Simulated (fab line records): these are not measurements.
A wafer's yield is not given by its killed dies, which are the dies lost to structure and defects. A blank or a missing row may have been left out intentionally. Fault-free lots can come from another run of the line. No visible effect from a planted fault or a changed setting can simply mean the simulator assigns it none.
Chamber matching :: flow sky130 :: 4 sister chambers for SKY_VIA3_CMP_02 on cmp-01
The step polishes SiO2. 4 wafers are shown with their chamber, then 7 later ones without.

WAFERS PAIRED WITH THEIR CHAMBERS
wafer: L594.5
chamber: 1
motor current A (A): 11.7

wafer: L600.2
chamber: 2
motor current A (A): 10.8

wafer: L605.3
chamber: 0
motor current A (A): 14.2

wafer: L605.4
chamber: 3
motor current A (A): 15.4

WAFERS MISSING THEIR CHAMBER
wafer: L605.6
motor current A (A): 14.8

wafer: L606.2
motor current A (A): 15.9

wafer: L606.4
motor current A (A): 11.8

wafer: L606.6
motor current A (A): 11.4

wafer: L610.4
motor current A (A): 11.4

wafer: L610.5
motor current A (A): 13.6

wafer: L610.6
motor current A (A): 11.7

WHICH CHAMBER EACH WENT THROUGH
wafer: L605.6
from the rows above: can't be placed: 3 or 0
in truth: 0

wafer: L606.2
from the rows above: 3
in truth: 3

wafer: L606.4
from the rows above: 1
in truth: 1

wafer: L606.6
from the rows above: can't be placed: 1 or 2
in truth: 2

wafer: L610.4
from the rows above: can't be placed: 1 or 2
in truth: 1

wafer: L610.5
from the rows above: 0
in truth: 0

wafer: L610.6
from the rows above: 1
in truth: 1
Correctly placed: 4 of 7. Unplaceable from these rows: 3, with the true chamber sitting among the candidates in 3. Wrongly placed: 0.
How it was worked out, from the rows above alone: a wafer's distance from a chamber is the root of the sum, over the readings, of the square of ((its reading less the chamber's mean) divided by the reading's scatter). If the next closest chamber is less than 2 further off than the closest, the wafer can't be placed; otherwise it belongs to the closest. A chamber's mean is the mean of its shown wafers. The scatter: root of mean squared gap, hidden wafer to nearest shown wafer, with one shown wafer a chamber.
